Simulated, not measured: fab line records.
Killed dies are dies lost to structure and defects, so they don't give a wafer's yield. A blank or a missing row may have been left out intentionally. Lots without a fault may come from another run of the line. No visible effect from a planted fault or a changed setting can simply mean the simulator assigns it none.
Struck lot and sound lot, side by side | flow sky130 | 16 steps out of a route of 708
Sound: these wafers, L476.2, L476.3, L476.6. Struck: wafers L488.2, L488.5 (left out: L488.3, a lot-mate that was not struck); the cause follows at the end.
For every step that has rows: the tool of each side, followed by ch and its chambers, followed by its first start. Under that, the readings that differ: sound wafers | struck wafers | difference of the means | sigmas: that difference in standard deviations of wafers without a fault.
alike: a reading whose means differ by less than 2 such deviations, as well as words and numbers matching on both sides. not compared: withheld readings; readings where some wafer has no value; bounds like >300 that might hide an equal value; numbers whose values overlap and for which the record gives no deviation.
Wherever a step has rows on one side only, a row that says differs or no value, or a row with sigmas, the two part there. Numbers that have no deviation but don't overlap get no sigmas and don't part them. Lack of a reading on every wafer of one side parts them only where that side has two or more wafers.

first, 2 steps without rows for these wafers: SKY_LOCAL_INTERCONNECT_PEB_09; SKY_LOCAL_INTERCONNECT_DEVELOP_10 (develop time 60 s).
SKY_LOCAL_INTERCONNECT_CD_MEAS_11 targets a cd of 170 nm.
  struck on cd-sem-02, day 34 06:52; sound on cd-sem-01, day 30 03:43
  alike: cd-nm
SKY_LOCAL_INTERCONNECT_OVL_MEAS_12:
  struck on overlay-01, day 34 06:58; sound on overlay-01, day 30 03:49
  alike: LOCAL_INTERCONNECT_OVL
SKY_LOCAL_INTERCONNECT_ETCH_13: etches BARC in N2/H2, stops on SiO2, time 45.9 s, target depth 60 nm.
  sound on rie-metal-04 ch 1, day 30 03:51; struck on rie-metal-04 ch 0,1, day 34 07:00
  alike: drypump-motor-current-A, h2-flow-sccm, he-backside-leak-sccm, oes-product-au, throttle-valve-pct
  not compared: rf-hours-counter-h
SKY_LOCAL_INTERCONNECT_METAL_ETCH_14: etches TiN in Cl2/BCl3, stops on PSG, target depth 110 nm, time 31.4 s.
  sound on rie-metal-04 ch 1, day 30 03:55; struck on rie-metal-04 ch 0,1, day 34 07:04
  alike: drypump-motor-current-A, he-backside-leak-sccm, oes-product-au, throttle-valve-pct
  not compared: rf-hours-counter-h
SKY_LOCAL_INTERCONNECT_STRIP_15: strips in O2/N2.
  sound on plasma-asher-02 ch 0,1, day 30 03:58; struck on plasma-asher-02 ch 1, day 34 07:07
  alike: drypump-motor-current-A, oes-product-au, strip-time-to-endpoint-s
  not compared: rf-hours-counter-h
then, 3 steps without rows for these wafers: SKY_LOCAL_INTERCONNECT_STRIP_16 (strips in post etch residue remover, time 1200 s); SKY_LOCAL_INTERCONNECT_CLEAN_17 (cleans in IPA, time 180 s); SKY_LOCAL_INTERCONNECT_CLEAN_18 (cleans in O3/DIW).
SKY_CONTACT_CVD_00: deposits Si3N4, target thk 75 nm.
  sound on pecvd-01 ch 0,1,2, day 30 04:36; struck on pecvd-02 ch 0,2, day 34 07:49
  alike: heater-power-w
SKY_CONTACT_THK_MEAS_01:
  struck on film-metro-04, day 34 07:52; sound on film-metro-03, day 30 04:38
  alike: CONTACT_CVD_00_THK
SKY_CONTACT_HDPCVD_02: deposits SiO2, target thk 565 nm, time 94.2 s.
  sound on hdpcvd-01 ch 0,1,2, day 30 04:41; struck on hdpcvd-01 ch 0, day 34 07:55
  reading                                     | sound             | struck    | difference | sigmas
  model.SiO2_of_CONTACT_HDPCVD_02.thk-nm (nm) | 565.9 568.4 566.4 | 448.8 444 | -120.5     |
  alike: pressure-mtorr, sih4-flow-sccm
SKY_CONTACT_THK_MEAS_03:
  struck on film-metro-02, day 34 07:59; sound on film-metro-04, day 30 04:46
  reading                 | sound       | struck  | difference | sigmas
  CONTACT_HDPCVD_THK (nm) | 566 568 566 | 449 444 | -120       | -25
SKY_CONTACT_CMP_04: polishes SiO2.
  sound on cmp-01 ch 1,2, day 30 04:52; struck on cmp-01 ch 0,3, day 34 08:05
  reading                | sound        | struck    | difference | sigmas
  motor-current-A (A)    | 11.6 9.7 9.6 | 12.8 13.0 | +2.6       | +2
  time-to-endpoint-s (s) | 77 82 80     | 41 39     | -40        | -11
SKY_CONTACT_BOW_MEAS_05:
  struck on film-metro-03, day 34 08:22; sound on film-metro-03, day 30 05:08
  alike: CONTACT_BOW

== WHERE THEY PART ==
At SKY_CONTACT_THK_MEAS_03 first; at SKY_CONTACT_CMP_04 last (within this record only). Later steps at which nothing parts them and some readings are alike: SKY_CONTACT_BOW_MEAS_05.

WHY: whatever the simulator had introduced
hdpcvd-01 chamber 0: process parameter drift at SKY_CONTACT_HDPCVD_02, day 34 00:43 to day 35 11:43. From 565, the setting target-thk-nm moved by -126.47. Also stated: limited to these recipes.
